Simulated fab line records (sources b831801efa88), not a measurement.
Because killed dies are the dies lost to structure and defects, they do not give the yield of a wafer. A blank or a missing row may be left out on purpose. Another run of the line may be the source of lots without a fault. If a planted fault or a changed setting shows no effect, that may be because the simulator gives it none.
A lot that was struck, set against a sound lot | flow sky130 | 15 out of 708 route steps
Sound: these wafers, L298.2, L298.4, L298.6. Struck: wafer L306.2 (left out: L306.3, a lot-mate that was not struck); the cause follows at the end.
Order at every step that has rows: each side's tool, ch and its chambers, its first start. Under that, the readings that differ: sound wafers | struck wafers | difference of the means | sigmas: that difference in standard deviations of wafers without a fault.
alike: readings whose means differ by less than 2 such deviations, and words and numbers that are the same on both sides. not compared: withheld readings, readings that some wafer has no value for, bounds like >300 that may hide the same value, and numbers for which the record gives no deviation and whose values overlap.
A row with sigmas, a row that says differs or no value, or rows on one side alone: a step with any of these is where the two part. Numbers that have no deviation but don't overlap get no sigmas and don't part them. A reading that every wafer of one side lacks parts them only if that side has two wafers or more.

SKY_METAL3_STRIP_19: strips in O2/N2.
  sound on plasmaAsher-03 ch 0,1, day 40 14:17; struck on plasmaAsher-04 ch 1, day 42 18:19
  alike: drypumpMotorCurrentA, oesProductAu, stripTimeToEndpointS
  not compared: rfHoursCounterH
then, 4 steps without rows for these wafers: SKY_METAL3_STRIP_20 (strips in post etch residue remover, time 1200 s); SKY_METAL3_CLEAN_21 (cleans in IPA, time 180 s); SKY_METAL3_CLEAN_22 (cleans in O3/DIW); SKY_VIA3_HDPCVD_00 (deposits SiO2, target thk 1635 nm, time 272.5 s).
SKY_VIA3_THK_MEAS_01:
  sound: filmMetro-03 at day 40 15:03; struck: filmMetro-01 at day 42 19:19
  alike: VIA3_HDPCVD_THK
SKY_VIA3_CMP_02: polishes SiO2.
  sound on cmp-02 ch 0,1,3, day 40 15:09; struck on cmp-02 ch 0, day 42 19:25
reading               | sound             | struck | difference | sigmas
headPressurePsi (psi) | 3.991 3.993 4.008 | 4.015  | +0.018     | +2
  alike: motorCurrentA
SKY_VIA3_BOW_MEAS_03:
  sound: filmMetro-01 at day 40 15:25; struck: filmMetro-01 at day 42 19:41
  alike: VIA3_BOW
then, 4 steps without rows for these wafers: SKY_VIA3_DEHYDRATE_04 (time 60 s); SKY_VIA3_HMDS_05 (prime time 60 s); SKY_VIA3_COAT_06 (resist thk 60 nm); SKY_VIA3_COAT_07 (resist thk 450 nm).
SKY_VIA3_SOFTBAKE_08: time 90 s.
  sound on lithoTrack-03 ch 0, day 41 03:00; struck on lithoTrack-03 ch 0, day 43 07:00
reading        | sound                | struck | difference | sigmas
runLengthS (s) | 119.23 119.14 119.27 | 126.37 | +7.16      | +51
  alike: resistLineTempC
then, 1 step without rows for these wafers: SKY_VIA3_EXPOSE_09 (exposes mask VIM3, target cd 200 nm).
-- the record jumps here: 6 days lie between the struck wafers' starts before and after (it left off in module VIA3 and takes up again in module PAD_OPEN, whose first step shown is number 708 of the route) --
SKY_PAD_OPEN_PROBE_99:
  sound: prober-02 at day 47 11:56; struck: prober-02 at day 49 02:58
  alike: defectLimitedYield, killed_at_M0_to_M3, killed_at_M4_up, killedAtContacts, killedAtFrontEnd, killedAtOther, killedDies, killedOpen, killedShort, sort_bin_3_pad_short, sort_bin_5_function, sort_bin_6_memory, sortNPass, sortYieldPct

## WHERE THEY PART
First at SKY_VIA3_CMP_02; last, within this record, at SKY_VIA3_SOFTBAKE_08. Later steps at which nothing parts them and some readings are alike: SKY_PAD_OPEN_PROBE_99.

WHY: whatever the simulator had introduced
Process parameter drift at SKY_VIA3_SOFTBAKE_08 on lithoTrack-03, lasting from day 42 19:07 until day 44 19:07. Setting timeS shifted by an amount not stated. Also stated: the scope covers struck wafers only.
